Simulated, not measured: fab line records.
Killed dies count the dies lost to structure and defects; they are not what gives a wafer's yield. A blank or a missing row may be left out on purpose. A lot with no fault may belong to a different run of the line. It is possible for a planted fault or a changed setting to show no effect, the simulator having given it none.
Comparing a struck lot with a sound one | flow sfq-line | 24 steps out of a route of 325
Sound: wafers L929.1, L929.3, L929.4. The struck wafers were L941.1, L941.2, L941.4. Last of all comes the cause.
For every step that has rows: the tool of each side, followed by ch and its chambers, followed by its first start. Under that, the readings that differ: sound wafers | struck wafers | difference of the means | sigmas: that difference in standard deviations of wafers without a fault.
alike: words and numbers the same on both sides, and readings whose means are apart by under 2 such deviations; not compared: readings that were withheld, readings missing a value for some wafer, numbers with overlapping values and no deviation given by the record, and bounds like >300 which may hide the same value.
The two part at a step that has a row with sigmas, a row that says differs or no value, or rows on one side only. When numbers do not overlap yet have no deviation, they are printed without sigmas and do not part them. Lack of a reading on every wafer of one side parts them only where that side has two or more wafers.

first, 2 steps without rows for these wafers: SFQ_TRILAYER_C5_STRIP_SOLV_CLEAN_156 (cleans in NMP, time 600 s); SFQ_TRILAYER_M6_DEP_PRE_CLEAN_158 (time 22.5 s).
SFQ_TRILAYER_M6_DEP_SPUTTER_157: material Nb, target thk 200 nm, time 133.3 s.
  sound on pvd-sputter-05, day 67 13:08; struck on pvd-sputter-05, day 72 02:38
  alike: throttle-valve-pct
SFQ_M6_RS_MEAS_938: measurement is done with a four-point probe.
  sound on film-metro-03, day 67 13:13; struck on film-metro-02, day 72 02:44
  alike: M6_NB_RS
then, 6 steps without rows for these wafers: SFQ_TRILAYER_M6_LITHO_COAT_164 (resist thk 62 nm); SFQ_TRILAYER_M6_LITHO_COAT_159 (resist thk 600 nm); SFQ_TRILAYER_M6_LITHO_SOFTBAKE_163; SFQ_TRILAYER_M6_LITHO_EXPOSE_160 (exposes mask M6, target cd 500 nm); SFQ_TRILAYER_M6_LITHO_PEB_162 (peb time 60 s); SFQ_TRILAYER_M6_LITHO_DEVELOP_161 (time 60 s).
-- the record jumps here: 4 days lie between the struck wafers' starts before and after --
SFQ_M6_OVL_MEAS_940:
  sound on overlay-02, day 72 05:55; struck on overlay-02, day 76 14:07
  alike: M6_OVL
SFQ_TRILAYER_M6_BARC_OPEN_METAL_ETCH_206: etches BARC in O2, target depth 125 nm, time 41.7 s.
  sound on rie-metal-02 ch 0,1, day 72 05:57; struck on rie-metal-03 ch 0,1, day 76 14:09
  no value came back on the struck wafers for bias-w (W), chamber-pressure-mTorr (mTorr), drypump-motor-current-A (A), oes-product-au (a.u.); on the sound wafers bias-w (W) reads 79.54 80.00 80.11
  reading                                             | sound             | struck        | difference | sigmas
  model.KrF_of_TRILAYER_M6_LITHO_COAT_159.thk-nm (nm) | 524.9 526.1 524.4 | 574 575 574.8 | +49        |
  not compared: rf-hours-counter-h
SFQ_TRILAYER_M6_ETCH_METAL_ETCH_162: etches Nb in Cl2/Ar, stops on SiO2, target depth 240 nm, time 120 s.
  sound on rie-metal-02 ch 0,1, day 72 06:01; struck on rie-metal-03 ch 0,1, day 76 14:13
  reading                                             | sound             | struck            | difference | sigmas
  oes-product-au (a.u.)                               | 0.901 0.895 0.889 | 0.376 0.367 0.365 | -0.526     | -92
  model.KrF_of_TRILAYER_M6_LITHO_COAT_159.thk-nm (nm) | 384 386.6 383.5   | 431.4 435.8 433.4 | +48.8      |
  alike: bias-w, chamber-pressure-mTorr, drypump-motor-current-A
  not compared: rf-hours-counter-h
SFQ_TRILAYER_M6_STRIP_STRIP_163: strips in O2.
  sound on rie-metal-02 ch 0,1, day 72 06:08; struck on rie-metal-03 ch 0,1, day 76 14:20
  alike: drypump-motor-current-A, oes-product-au
  not compared: rf-hours-counter-h
then, 1 step without rows for these wafers: SFQ_TRILAYER_M6_STRIP_SOLV_CLEAN_164 (cleans in NMP, time 600 s).
SFQ_TRILAYER_I6_DEP_PECVD_165: deposits SiO2 from SiH4/N2O, time 111.11 s, target thk 500 nm.
  sound on pecvd-02 ch 0,1,2, day 72 06:55; struck on pecvd-02 ch 0,1, day 76 15:17
  alike: heater-power-w, susceptor-temp-C, throttle-valve-pct
SFQ_TRILAYER_I6_CMP_CMP_166: polishes SiO2.
  sound on cmp-01 ch 0,2,3, day 72 07:29; struck on cmp-01 ch 0,1,2, day 76 15:22
  alike: motor-current-A, slurry-flow-ml-min, time-to-endpoint-s
SFQ_I6_BOW_MEAS_941:
  sound on film-metro-04, day 72 09:59; struck on film-metro-01, day 76 18:22
  alike: I6_BOW
SFQ_TRILAYER_I6_METRO_MEASURE_167:
  sound on film-metro-04, day 72 10:07; struck on film-metro-01, day 76 18:29
  reading     | sound             | struck            | difference | sigmas
  thk-nm (nm) | 202.2 201.3 200.5 | 198.8 198.9 199.4 | -2.3       | -3
then, 3 steps without rows for these wafers: SFQ_TRILAYER_I6_VIA_LITHO_COAT_174 (resist thk 62 nm); SFQ_TRILAYER_I6_VIA_LITHO_COAT_169 (resist thk 650 nm); SFQ_TRILAYER_I6_VIA_LITHO_SOFTBAKE_173.
-- the record jumps here: 4 days lie between the struck wafers' starts before and after --
SFQ_TRILAYER_I6_VIA_LITHO_EXPOSE_170: exposes mask I6, target cd 700 nm.
  struck on krf-scanner-01, day 80 22:37; sound on krf-scanner-02 ch 0, day 76 21:01
  no value came back on the struck wafers for exposure-dose-mJ-cm2, focus-offset-nm (nm), reticle-temp-C (C); on the sound wafers exposure-dose-mJ-cm2 reads 21.274 21.316 21.314
  alike: mask
then, 1 step without rows for these wafers: SFQ_TRILAYER_I6_VIA_LITHO_PEB_172 (peb time 60 s).

== WHERE THEY PART ==
First at SFQ_TRILAYER_M6_BARC_OPEN_METAL_ETCH_206; last, within this record, at SFQ_TRILAYER_I6_VIA_LITHO_EXPOSE_170.

WHY: what had been put in by the simulator
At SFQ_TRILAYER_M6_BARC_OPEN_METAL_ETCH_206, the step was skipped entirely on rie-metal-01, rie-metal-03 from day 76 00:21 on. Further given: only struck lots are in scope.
